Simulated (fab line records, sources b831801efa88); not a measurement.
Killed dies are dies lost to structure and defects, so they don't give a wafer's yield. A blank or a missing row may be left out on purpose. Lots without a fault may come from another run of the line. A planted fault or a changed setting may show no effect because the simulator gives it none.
A struck lot beside a sound one | flow sky130 | 17 steps out of a route of 708
Sound: wafers L748.2, L748.4, L748.6. Struck: wafer L755.6. (L755.2 of the same lot was not struck and is left out.) The cause comes at the end.
At each step with rows: each side's tool, then ch and its chambers, then its first start. Under that, the readings that differ: sound wafers | struck wafers | difference of the means | sigmas: that difference in standard deviations of wafers without a fault.
alike: readings whose means differ by less than 2 such deviations, and words and numbers that are the same on both sides. not compared: withheld readings, readings that some wafer has no value for, bounds like >300 that may hide the same value, and numbers for which the record gives no deviation and whose values overlap.
The two part at a step that has a row with sigmas, a row that says differs or no value, or rows on one side only. Numbers that don't overlap but have no deviation are shown without sigmas and don't part them. A reading that every wafer of one side lacks parts them only if that side has two wafers or more.

SKY_LI_CONTACT_CMP_02: polishes PSG.
  sound on cmp-01 ch 1,2, day 29 12:12; struck on cmp-02 ch 3, day 31 11:49
  alike: motor_current_A, time_to_endpoint_s
SKY_LI_CONTACT_BOW_MEAS_03:
  sound on film_metro-04, day 29 12:31; struck on film_metro-04, day 31 12:08
  alike: LI_CONTACT_BOW
then, 8 steps without rows for these wafers: SKY_LI_CONTACT_DEHYDRATE_04 (time 60 s); SKY_LI_CONTACT_HMDS_05 (prime time 60 s); SKY_LI_CONTACT_COAT_06 (resist thk 60 nm); SKY_LI_CONTACT_COAT_07 (resist thk 450 nm); SKY_LI_CONTACT_SOFTBAKE_08 (time 90 s); SKY_LI_CONTACT_EXPOSE_09 (exposes mask LICM1, target cd 170 nm); SKY_LI_CONTACT_PEB_10; SKY_LI_CONTACT_DEVELOP_11 (develop time 60 s).
SKY_LI_CONTACT_CD_MEAS_12: target cd 170 nm.
  sound on cd_sem-02, day 30 15:20; struck on cd_sem-01, day 32 14:01
  reading    | sound             | struck | difference | sigmas
  cd_nm (nm) | 166.3 165.7 166.1 | 170.3  | +4.3       | +3
SKY_LI_CONTACT_OVL_MEAS_13:
  sound on overlay-01, day 30 15:26; struck on overlay-02, day 32 14:07
  alike: LI_CONTACT_OVL
SKY_LI_CONTACT_ETCH_14: etches BARC in N2/H2, stops on SiO2, time 45.9 s, target depth 60 nm.
  sound on rie_diel-04 ch 0,1,3, day 30 15:28; struck on rie_diel-03 ch 3, day 32 14:09
  reading                                           | sound             | struck | difference | sigmas
  oes_product_au (a.u.)                             | 0.849 0.850 0.854 | 0.835  | -0.016     | -3
  model.KrF-thick_of_LI_CONTACT_COAT_07.thk_nm (nm) | 393.4 391.9 391.6 | 403.4  | +11.1      |
  model.etch.depth_nm (nm)                          | 59.76 59.9 59.7   | 57.91  | -1.88      |
  alike: drypump_motor_current_A, throttle_valve_pct
  not compared: rf_hours_counter_h
SKY_LI_CONTACT_ETCH_15: etches PSG in C4F8/O2/Ar, stops on Si, target depth 600 nm.
  sound on rie_diel-04 ch 0,1,3, day 30 15:31; struck on rie_diel-03 ch 3, day 32 14:12
  reading                                           | sound             | struck | difference | sigmas
  model.KrF-thick_of_LI_CONTACT_COAT_07.thk_nm (nm) | 236.3 233.2 232.5 | 243.8  | +9.8       |
  alike: oes_product_au
SKY_LI_CONTACT_STRIP_16: strips in O2/N2.
  sound on plasma_asher-04 ch 0,1, day 30 15:36; struck on plasma_asher-01 ch 0, day 32 14:17
  reading                      | sound             | struck | difference | sigmas
  strip_time_to_endpoint_s (s) | 3.544 3.511 3.503 | 3.638  | +0.119     | +4
  alike: drypump_motor_current_A, oes_product_au
  not compared: rf_hours_counter_h
then, 1 step without rows for these wafers: SKY_LI_CONTACT_CLEAN_17 (cleans in NMP, time 600 s).
-- the record jumps here: 16 days lie between the struck wafers' starts before and after (it left off in module LI_CONTACT and takes up again in module PAD_OPEN, whose first step shown is number 708 of the route) --
SKY_PAD_OPEN_PROBE_99:
  sound on prober-02, day 46 21:51; struck on prober-01, day 48 12:39
  alike: killed_at_M0_to_M3, killed_at_M4_up, killed_at_contacts, killed_at_front_end, killed_at_other, killed_dies, killed_open, killed_short

WHERE THEY PART
First at SKY_LI_CONTACT_CD_MEAS_12; last, within this record, at SKY_LI_CONTACT_STRIP_16. Later steps at which nothing parts them and some readings are alike: SKY_PAD_OPEN_PROBE_99.

WHY: what the simulator had put in
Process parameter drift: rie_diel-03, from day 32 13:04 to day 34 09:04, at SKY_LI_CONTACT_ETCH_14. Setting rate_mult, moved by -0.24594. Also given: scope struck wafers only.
